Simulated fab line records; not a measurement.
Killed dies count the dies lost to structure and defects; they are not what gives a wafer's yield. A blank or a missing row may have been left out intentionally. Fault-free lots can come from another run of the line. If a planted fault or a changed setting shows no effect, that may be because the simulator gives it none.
Split-lot experiment ; flow gf180mcu ; on a route of 602 steps: 5 lots, 23 wafers read

## ABOUT THE SPLIT
At GF_M4_SPUTTER_02 (material AlCu, target thk 450 nm, time 23.9 s), the setting timeS was moved away from the recipe's 23.9 s on 10 of the 23 wafers read, by -9.5% to +10.7%. For the rest of the wafers, this setting stayed at what the recipe calls for.

## FROM THE SPLIT TO THE READING: what the file shows between them, 5 steps
- GF_M4_SPUTTER_04: material TiN, target thk 50 nm, time 41.7 s (also split here: powerW)
- GF_M4_RS_MEAS_05: measures by four-point-probe
- GF_M4_THK_MEAS_06: measures by xrf
- GF_M4_DEHYDRATE_07: time 60 s
- GF_M4_HMDS_08: prime time 60 s

## THE READING
oesProductAu, in a.u., at GF_M4_METAL_ETCH_16 (etches the open film in Cl2/BCl3, stops on SiO2, target depth 627.5 nm, time 104.6 s). Typical for fault-free wafers on this fab line: 0.970 a.u., with standard deviation 0.0065 a.u.

wafer;tool, chamber at the split;timeS as run, s;against the recipe;oesProductAu, a.u.;against lot-mates on the recipe
L074.1;pvdSputter-03, -;23.9;recipe;0.966;-
L074.2;pvdSputter-03, -;23.9;recipe;0.963;-
L074.6;pvdSputter-03, -;23.9;recipe;0.971;-
L076.1;pvdSputter-02, -;26.18;+9.5%;0.988;+0.026
L076.2;pvdSputter-02, -;26.18;+9.5%;0.992;+0.030
L076.4;pvdSputter-02, -;23.9;recipe;0.962;-
L076.5;pvdSputter-02, -;26.18;+9.5%;0.994;+0.032
L076.6;pvdSputter-02, -;23.9;recipe;0.963;-
L077.1;pvdSputter-03, -;26.15;+9.4%;0.996;+0.024
L077.2;pvdSputter-03, -;23.9;recipe;0.973;-
L077.3;pvdSputter-03, -;26.15;+9.4%;0.998;+0.026
L077.5;pvdSputter-03, -;23.9;recipe;0.971;-
L077.6;pvdSputter-03, -;26.15;+9.4%;0.995;+0.023
L079.1;pvdSputter-04, -;21.64;-9.5%;0.949;-0.030
L079.2;pvdSputter-04, -;23.9;recipe;0.978;-
L079.3;pvdSputter-04, -;23.9;recipe;0.973;-
L079.4;pvdSputter-04, -;21.64;-9.5%;0.929;-0.050
L079.5;pvdSputter-04, -;23.9;recipe;0.985;-
L080.1;pvdSputter-02, -;26.45;+10.7%;0.988;+0.017
L080.2;pvdSputter-02, -;23.9;recipe;0.977;-
L080.4;pvdSputter-02, -;23.9;recipe;0.968;-
L080.5;pvdSputter-02, -;26.45;+10.7%;0.983;+0.012
L080.6;pvdSputter-02, -;23.9;recipe;0.967;-

FIT RESULTS
A straight line over all 23 wafers: oesProductAu changes by +0.00248 a.u. for each +1% of timeS; r = +0.90; the points scatter about the line by 0.0074 a.u.
The same after taking each lot's own level away (the mean of its wafers on the recipe; 23 wafers): +0.0029 a.u. for each +1%; r = +0.93; scatter 0.0072 a.u.
According to that fit, moving timeS by its largest amount changes the reading by 0.031 a.u.
Measured against the standard deviation above, the lots' own levels, which go from 0.9625 to 0.9787 a.u., span 2.5 times it.
Thus the slope moves with the lot-to-lot level: the two fits are different.
Check: +0.0298 a.u. against its lot-mates is what the line predicts for one of the wafers moved furthest among these (+10.7%) when that wafer is left out of the fit. It came out at +0.0173 a.u. against them.

## FURTHER SPLITS ON THESE WAFERS
These wafers also went through other splits before the reading. Each is held against what the fit with the lots' levels taken away leaves over:
other split on the same wafers;wafers away from the commonest value;r with oesProductAu (lot level and that fit taken away)
GF_M3_SPUTTER_04 powerW;8;+0.23
GF_V3_CMP_04 leaveAboveRefNm;6;-0.10
GF_V3_EXPOSE_11 doseMj;8;+0.00
GF_M4_SPUTTER_04 powerW;9;+0.09

## THE WHOLE CHAIN: every reading that the file lists as answering this split, in the file's order
step;what it does;reading;change (the file's fit);r (the file's)
GF_M4_SPUTTER_02;material AlCu, target thk 450 nm, time 23.9 s;AlCu_of_M4_SPUTTER_02.thkNm (the simulator's own value, which no gauge read);+4.58 nm for each +1% of the setting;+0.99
GF_M4_RS_MEAS_05;measures by four-point-probe;M4_ALCU_RS;-0.000681 for each +1% of the setting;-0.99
GF_M4_THK_MEAS_06;measures by xrf;M4_ALCU_THK;+4.51 for each +1% of the setting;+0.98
GF_M4_METAL_ETCH_16;etches the open film in Cl2/BCl3, stops on SiO2, target depth 627.5 nm, time 104.6 s;oesProductAu;+0.00269 a.u. for each +1% of the setting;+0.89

## THE FILE'S OWN FIT
oesProductAu changes by +0.00269 a.u. for each +1% of timeS, r = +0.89.
